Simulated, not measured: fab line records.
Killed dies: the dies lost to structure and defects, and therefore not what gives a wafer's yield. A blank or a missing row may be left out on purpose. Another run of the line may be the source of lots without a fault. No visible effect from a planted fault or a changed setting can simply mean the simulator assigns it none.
Split-lot experiment | flow gf180mcu | on a route of 602 steps: 5 lots, 23 wafers read

## ON THE SPLIT
At GF_POLY_GATE_COAT_05 (resist thk 700 nm), the setting resistThkNm was moved away from the recipe's 700 nm on 8 of the 23 wafers read, by -5.4% to +5.3%. The other wafers ran this setting at the recipe's value.

Reading taken at the split's own step.

## THE READING
KrF_of_POLY_GATE_COAT_05.thkNm (the simulator's own value, which no gauge read), in nm, at GF_POLY_GATE_COAT_05 (resist thk 700 nm). There is no usual value for it anywhere in the file. Average 702.7 nm, standard deviation 1.1 nm, over the 15 wafers here run with the recipe.

wafer  | tool, chamber at the split | resistThkNm as run, nm | against the recipe | KrF_of_POLY_GATE_COAT_05.thkNm, nm | against lot-mates on the recipe
L076.1 | lithoTrack-03, 0           | 662                    | -5.4%              | 663.8                              | -39.2
L076.2 | lithoTrack-03, 0           | 700                    | recipe             | 704.5                              | -
L076.3 | lithoTrack-03, 0           | 700                    | recipe             | 702.1                              | -
L076.5 | lithoTrack-03, 0           | 662                    | -5.4%              | 665.5                              | -37.5
L076.6 | lithoTrack-03, 0           | 700                    | recipe             | 702.4                              | -
L078.1 | lithoTrack-03, 0           | 737.3                  | +5.3%              | 739.3                              | +37.4
L078.2 | lithoTrack-03, 0           | 700                    | recipe             | 700.6                              | -
L078.3 | lithoTrack-03, 0           | 700                    | recipe             | 703.4                              | -
L078.4 | lithoTrack-03, 0           | 700                    | recipe             | 701.7                              | -
L078.6 | lithoTrack-03, 0           | 737.3                  | +5.3%              | 741.6                              | +39.7
L080.1 | lithoTrack-01, 0           | 700                    | recipe             | 700.9                              | -
L080.3 | lithoTrack-01, 0           | 700                    | recipe             | 701.4                              | -
L080.5 | lithoTrack-01, 0           | 700                    | recipe             | 702.9                              | -
L081.1 | lithoTrack-04, 0           | 700                    | recipe             | 703.7                              | -
L081.2 | lithoTrack-04, 0           | 711.8                  | +1.7%              | 713.6                              | +10.0
L081.3 | lithoTrack-04, 0           | 700                    | recipe             | 703.5                              | -
L081.4 | lithoTrack-04, 0           | 700                    | recipe             | 703.6                              | -
L081.6 | lithoTrack-04, 0           | 711.8                  | +1.7%              | 713.3                              | +9.7
L085.1 | lithoTrack-04, 0           | 724.2                  | +3.5%              | 725.7                              | +22.6
L085.2 | lithoTrack-04, 0           | 724.2                  | +3.5%              | 727.3                              | +24.2
L085.3 | lithoTrack-04, 0           | 700                    | recipe             | 703.4                              | -
L085.5 | lithoTrack-04, 0           | 700                    | recipe             | 703.7                              | -
L085.6 | lithoTrack-04, 0           | 700                    | recipe             | 702.2                              | -

THE FIT
A straight line over all 23 wafers: KrF_of_POLY_GATE_COAT_05.thkNm changes by +7 nm for each +1% of resistThkNm; r = +1.00; the points scatter about the line by 1.1 nm.
The same after taking each lot's own level away (the mean of its wafers on the recipe; 23 wafers): +7.05 nm for each +1%; r = +1.00; scatter 1.1 nm.
On that fit, the largest move of resistThkNm shifts the reading by 38 nm.
The lots' own levels span 701.73 to 703.60 nm, that is 1.7 times the standard deviation above.
Hence the lot-to-lot level has little effect on the slope; both slopes agree.
Check: -38.1 nm against its lot-mates is what the line predicts for one of the wafers moved furthest among these (-5.4%) when that wafer is left out of the fit. It came out at -39.2 nm against them.

## ADDITIONAL SPLITS CARRIED BY THESE WAFERS
Other splits were also applied to these wafers ahead of the reading. Each is held against what the fit with the lots' levels taken away leaves over:
other split on the same wafers    | wafers away from the commonest value | r with KrF_of_POLY_GATE_COAT_05.thkNm (lot level and that fit taken away)
GF_STI_OXIDATION_01 tempC         | 18                                   | +0.31
GF_DNWELL_COAT_02 resistThkNm     | 8                                    | -0.17
GF_LVPWELL_IMPLANT_08 energyKev   | 9                                    | +0.19
GF_MVSD_IMPLANT_08 energyKev      | 7                                    | +0.18
GF_MVPSD_IMPLANT_08 energyKev     | 11                                   | +0.21
GF_VT_IMPLANT_SOFTBAKE_03 tempC   | 8                                    | -0.18
GF_VT_IMPLANT_IMPLANT_08 doseCm2  | 5                                    | -0.52
GF_VT_IMPLANT_SOFTBAKE_14 tempC   | 8                                    | +0.15
GF_VT_IMPLANT_DEVELOP_39 devTempC | 11                                   | -0.28
GF_DUAL_GATE_SOFTBAKE_07 tempC    | 9                                    | +0.18

## THE FILE'S OWN FIT
KrF_of_POLY_GATE_COAT_05.thkNm changes by +7.03 nm for each +1% of resistThkNm, r = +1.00.
